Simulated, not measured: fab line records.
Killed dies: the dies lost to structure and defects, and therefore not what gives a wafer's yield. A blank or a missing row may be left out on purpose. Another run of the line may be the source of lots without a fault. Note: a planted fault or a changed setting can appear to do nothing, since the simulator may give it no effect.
Problem report, 8D (eight disciplines) form, completed by code | flow sky130 | the parts of the form that need people (team, actions taken, sign-off) are left out

1. PROBLEM STATEMENT
Mean METAL5_ALCU_RS at SKY_METAL5_RS_MEAS_05: 0.04335 ohm/sq over 2 wafers in 2 lots; fault-free wafers: 0.02698 ohm/sq, standard deviation 0.00026. That is +63 standard deviations from the usual mean.
The step: measures by four-point-probe.
Earliest sighting: wafer L641.3 on filmMetro-04 at day 45 14:39. At this step, 30 wafers from 10 lots have a number in the record. The rule behind "out" and "out of limits": a value lying over 4 standard deviations away from the usual mean. Any other wafer with a number is counted as sound.

2. WHAT IT IS, WHAT IT ISN'T
question                    | is                         | is not
which readings at this step | METAL5_ALCU_RS             | -
which lots                  | L641, L644                 | L632, L633, L635, L638, L643, L645, L651, L653
which wafers of those lots  | L641.3, L644.5             | L641.1, L641.4, L644.1, L644.6
read on which gauges        | filmMetro-03, filmMetro-04 | filmMetro-01
when                        | from day 45 14:39          | up to then (14 sound wafers); but 14 sound wafers of L643, L644, L645, L651, L653 came after

3. THE SUSPECTS, EACH WITH WHAT RULES IT OUT
Counting: any tool at a process step up to the reading remains a suspect provided it ran every lot that is out. Sound lots after the first of them don't rule it out here, since some wafers of a struck lot are sound.
- ruled out: the gauge at SKY_METAL5_RS_MEAS_05. The wafers that are out were read on 2 gauges (filmMetro-03, filmMetro-04).
- pvdSputter-03 at SKY_VIA4_SPUTTER_17 (material TiN, target thk 20 nm, time 80 s): kept. It ran every lot that is out, first L641 (day 45 13:47).
- pvdSputter-02 at SKY_METAL5_SPUTTER_02 (material AlCu, target thk 1150 nm, time 61.2 s): kept. Every lot that is out went through it, the first being L641 (day 45 14:32); the last sound lot it ran before that was L638 (day 44 19:59).
Remaining after the count are pvdSputter-03 at SKY_VIA4_SPUTTER_17 and pvdSputter-02 at SKY_METAL5_SPUTTER_02.

4. THE CAUSE (what the simulator had put in)
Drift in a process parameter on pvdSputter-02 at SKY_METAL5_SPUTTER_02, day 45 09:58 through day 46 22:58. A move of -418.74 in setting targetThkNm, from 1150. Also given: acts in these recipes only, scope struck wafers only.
2 suspects survive the count, and this tool is in that group.

5. THE CHAIN OF EFFECTS, in route order
Rows list readings where the struck wafers' mean (over those with a number) sits beyond 3 standard deviations from the usual. Scope: only readings with a usual standard deviation given in the record; hours: median across lots of the time from each lot's start at the first step in this table that gives one to its start at this step; sigmas: change in usual standard deviations.
hours | step                     | reading         | usual          | on struck wafers | change   | sigmas
0     | SKY_METAL5_RS_MEAS_05    | METAL5_ALCU_RS  | 0.02698 ohm/sq | 0.04335          | +0.01637 | +63
0     | SKY_METAL5_THK_MEAS_06   | METAL5_ALCU_THK | 1158 nm        | 720              | -438     | -34
20    | SKY_METAL5_METAL_ETCH_15 | oesProductAu    | 0.894 a.u.     | 0.726            | -0.168   | -34
Its process steps:
- SKY_METAL5_METAL_ETCH_15: etches the open film in Cl2/BCl3, stops on SiO2, target depth 1260 nm, time 252 s.

6. HOW IT WOULD HAVE BEEN CAUGHT EARLIER
Counted from the fault's start at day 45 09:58, it took 5 hours until the first out-of-limits reading at a measuring or inspecting step in this record, taken at day 45 14:39.
Tool readings at SKY_METAL5_SPUTTER_02 with a usual standard deviation given in the record: none out on any struck wafer, hence no alarm at a limit of 4 standard deviations on them.
Of the lots that are out (2), L644 began SKY_METAL5_SPUTTER_02 on pvdSputter-02 after day 45 14:39. Had the tool been put on hold then, it would have been spared.
